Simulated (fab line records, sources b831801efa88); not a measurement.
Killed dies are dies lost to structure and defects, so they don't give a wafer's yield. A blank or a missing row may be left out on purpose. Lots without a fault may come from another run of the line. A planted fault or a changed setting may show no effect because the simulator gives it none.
A struck lot beside a sound one | flow sky130 | 44 steps out of a route of 708
Sound: wafers L314.1, L314.4, L314.6. Struck: wafers L326.1, L326.4, L326.5. The cause comes at the end.
At each step with rows: each side's tool, then ch and its chambers, then its first start. Under that, the readings that differ: sound wafers | struck wafers | difference of the means | sigmas: that difference in standard deviations of wafers without a fault.
alike: readings whose means differ by less than 2 such deviations, and words and numbers that are the same on both sides. not compared: withheld readings, readings that some wafer has no value for, bounds like >300 that may hide the same value, and numbers for which the record gives no deviation and whose values overlap.
The two part at a step that has a row with sigmas, a row that says differs or no value, or rows on one side only. Numbers that don't overlap but have no deviation are shown without sigmas and don't part them. A reading that every wafer of one side lacks parts them only if that side has two wafers or more.

first, 1 step without rows for these wafers: SKY_SONOS_TUNNEL_DEVELOP_06 (develop time 60 s).
SKY_SONOS_TUNNEL_CD_MEAS_07: target cd 410 nm.
  sound on cd_sem-01, day 12 09:01; struck on cd_sem-02, day 16 03:23
  reading    | sound             | struck            | difference | sigmas
  cd_nm (nm) | 405.1 404.7 404.7 | 411.1 409.2 408.5 | +4.8       | +2
SKY_SONOS_TUNNEL_OVL_MEAS_08:
  sound on overlay-02, day 12 09:08; struck on overlay-02, day 16 03:31
  reading               | sound       | struck         | difference | sigmas
  SONOS_TUNNEL_OVL (nm) | 2.0 1.2 0.9 | -2.0 -2.0 -3.3 | -3.8       | -3
then, 3 steps without rows for these wafers: SKY_SONOS_TUNNEL_IMPLANT_09; SKY_SONOS_TUNNEL_WET_ETCH_10 (etches SiO2 in dHF, target depth 14 nm, time 280 s); SKY_SONOS_TUNNEL_STRIP_11 (strips in SPM, time 600 s).
SKY_SONOS_TUNNEL_TW_MEAS_12:
  sound on film_metro-02, day 12 09:35; struck on film_metro-04, day 16 03:57
  alike: SONOS_TUNNEL_TW
then, 2 steps without rows for these wafers: SKY_SONOS_TUNNEL_CLEAN_13 (cleans in dHF, time 20 s); SKY_SONOS_ONO_OXIDATION_00 (stabilise 600 s, purge 300 s, target thk 2.6 nm).
SKY_SONOS_ONO_THK_MEAS_01:
  sound on film_metro-04, day 12 13:07; struck on film_metro-03, day 16 06:03
  reading                      | sound          | struck         | difference | sigmas
  SONOS_ONO_OXIDATION_THK (nm) | 2.58 2.44 2.56 | 2.76 2.75 2.70 | +0.21      | +3
then, 1 step without rows for these wafers: SKY_SONOS_ONO_CVD_02 (deposits Si3N4 from DCS/NH3, target thk 10.5 nm, time 180 s).
SKY_SONOS_ONO_THK_MEAS_03:
  sound on film_metro-04, day 12 14:13; struck on film_metro-03, day 16 08:23
  alike: SONOS_ONO_CVD_02_THK
SKY_SONOS_ONO_CVD_04: deposits SiO2 from SiH4/N2O, target thk 5.7199 nm.
  sound on lpcvd-03 ch 1, day 12 14:17; struck on lpcvd-03 ch 0, day 16 08:26
  reading                                    | sound             | struck            | difference | sigmas
  zone_power_centre_pct (%)                  | 15.7 15.5 15.9    | 19.8 19.3 19.1    | +3.7       | +2
  model.SiO2_of_SONOS_ONO_CVD_04.thk_nm (nm) | 5.618 5.583 5.631 | 6.495 6.704 6.644 | +1.004     |
SKY_SONOS_ONO_THK_MEAS_05:
  sound on film_metro-03, day 12 15:32; struck on film_metro-04, day 16 09:41
  reading                   | sound          | struck         | difference | sigmas
  SONOS_ONO_CVD_04_THK (nm) | 5.64 5.60 5.64 | 6.53 6.73 6.64 | +1.01      | +9
then, 7 steps without rows for these wafers: SKY_SONOS_ONO_DEHYDRATE_06 (time 60 s); SKY_SONOS_ONO_HMDS_07 (prime time 60 s); SKY_SONOS_ONO_COAT_08 (resist thk 1140 nm); SKY_SONOS_ONO_SOFTBAKE_09 (time 60 s); SKY_SONOS_ONO_EXPOSE_10 (exposes mask ONOM, target cd 410 nm); SKY_SONOS_ONO_PEB_11; SKY_SONOS_ONO_DEVELOP_12 (develop time 60 s).
SKY_SONOS_ONO_CD_MEAS_13: target cd 410 nm.
  sound on cd_sem-01, day 13 16:40; struck on cd_sem-02, day 17 14:23
  alike: cd_nm
SKY_SONOS_ONO_OVL_MEAS_14:
  sound on overlay-02, day 13 16:47; struck on overlay-02, day 17 14:30
  alike: SONOS_ONO_OVL
SKY_SONOS_ONO_ETCH_15: etches the open film in CHF3/O2, target depth 19.52 nm, time 7.8 s.
  sound on rie_diel-03 ch 0,1,2, day 13 16:49; struck on rie_diel-03 ch 0,1, day 17 14:32
  alike: O2_flow_sccm, drypump_motor_current_A, oes_product_au, throttle_valve_pct
  not compared: rf_hours_counter_h
then, 1 step without rows for these wafers: SKY_SONOS_ONO_WET_ETCH_16 (etches SiO2 in dHF, target depth 14 nm, time 280 s).
SKY_SONOS_ONO_STRIP_17: strips in O2/N2.
  sound on plasma_asher-04 ch 0,1, day 13 16:56; struck on plasma_asher-04 ch 0,1, day 17 14:39
  alike: drypump_motor_current_A, oes_product_au, strip_time_to_endpoint_s
  not compared: rf_hours_counter_h
then, 3 steps without rows for these wafers: SKY_SONOS_ONO_WET_ETCH_18 (etches Si3N4 in H3PO4, target depth 15 nm, time 172 s); SKY_GATE_OXIDE_CLEAN_00 (cleans in SC1/SC2, time 150 s); SKY_GATE_OXIDE_OXIDATION_01 (stabilise 600 s, purge 300 s, target thk 10.268 nm).
SKY_GATE_OXIDE_THK_MEAS_02:
  sound on film_metro-01, day 13 18:57; struck on film_metro-01, day 17 17:16
  alike: GATE_OXIDE_OXIDATION_00_THK
then, 7 steps without rows for these wafers: SKY_GATE_OXIDE_DEHYDRATE_03 (time 60 s); SKY_GATE_OXIDE_HMDS_04 (prime time 60 s); SKY_GATE_OXIDE_COAT_05 (resist thk 1140 nm); SKY_GATE_OXIDE_SOFTBAKE_06 (time 60 s); SKY_GATE_OXIDE_EXPOSE_07 (exposes mask LVOM, target cd 600 nm); SKY_GATE_OXIDE_PEB_08; SKY_GATE_OXIDE_DEVELOP_09 (develop time 60 s).
SKY_GATE_OXIDE_OVL_MEAS_10:
  sound on overlay-01, day 14 20:40; struck on overlay-02, day 18 22:46
  alike: GATE_OXIDE_OVL
then, 2 steps without rows for these wafers: SKY_GATE_OXIDE_IMPLANT_11; SKY_GATE_OXIDE_WET_ETCH_12 (etches SiO2 in dHF, target depth 16.8 nm, time 336 s).
SKY_GATE_OXIDE_STRIP_13: strips in O2/N2.
  sound on plasma_asher-02 ch 0,1, day 14 20:57; struck on plasma_asher-03 ch 0,1, day 18 23:03
  alike: drypump_motor_current_A, oes_product_au, strip_time_to_endpoint_s
  not compared: rf_hours_counter_h
SKY_GATE_OXIDE_TW_MEAS_14:
  sound on film_metro-02, day 14 21:03; struck on film_metro-03, day 18 23:09
  reading       | sound             | struck            | difference | sigmas
  GATE_OXIDE_TW | 221.2 219.8 221.0 | 224.2 223.9 225.6 | +3.9       | +2
SKY_GATE_OXIDE_CLEAN_15: cleans in SC1/SC2, time 150 s.
  sound on wet_bench-01 ch 0, day 14 21:07; struck on wet_bench-01 ch 2, day 18 23:13
  reading                                    | sound            | struck            | difference | sigmas
  model.SiO2_of_SONOS_ONO_CVD_04.thk_nm (nm) | 4.113 4.08 4.125 | 4.973 5.179 5.116 | +0.983     |
-- the record jumps here: 30 days lie between the struck wafers' starts before and after (it left off in module GATE_OXIDE and takes up again in module PAD_OPEN, whose first step shown is number 708 of the route) --
SKY_PAD_OPEN_PROBE_99:
  sound on prober-01, day 46 14:21; struck on prober-01, day 49 09:21
  reading                                     | sound                | struck               | difference | sigmas
  model.etest.sonos_erased.drive_ua_um        | 178.2 172.3 233.2    | 154.3 115.5 122.3    | -63.9      |
  model.etest.sonos_uncharged.r_on_ohm_um     | 802.1 764.4 785.6    | 825.6 839.9 834.9    | +49.4      |
  model.etest.sonos_programmed.off_log10_a_um | -13.96 -13.95 -13.99 | -13.01 -12.46 -12.13 | +1.43      |
  model.etest.cap_ono.gate_log10_a_cm2        | -7.797 -7.645 -7.758 | -9.102 -9.423 -9.461 | -1.595     |
  model.etest.cap_ono.gate_bv_v (V)           | 16.05 15.52 16.31    | 17.06 17.58 17.42    | +1.39      |
  model.etest.cap_ono.tox_acc_nm (nm)         | 12.77 12.6 12.72     | 13.83 14.01 14.04    | +1.26      |
  model.etest.sonos_programmed.vt_v (V)       | 1.454 1.591 1.54     | 0.961 0.8499 0.8331  | -0.647     |
  model.etest.sonos_erased.vt_v (V)           | -2.314 -2.38 -2.399  | -1.783 -1.593 -1.616 | +0.700     |
  alike: killed_at_M0_to_M3, killed_at_M4_up, killed_at_contacts, killed_at_front_end, killed_at_other, killed_dies, killed_open, killed_short

WHERE THEY PART
First at SKY_SONOS_TUNNEL_CD_MEAS_07; last, within this record, at SKY_GATE_OXIDE_TW_MEAS_14. Later steps at which nothing parts them and some readings are alike: SKY_PAD_OPEN_PROBE_99.

WHY: what the simulator had put in
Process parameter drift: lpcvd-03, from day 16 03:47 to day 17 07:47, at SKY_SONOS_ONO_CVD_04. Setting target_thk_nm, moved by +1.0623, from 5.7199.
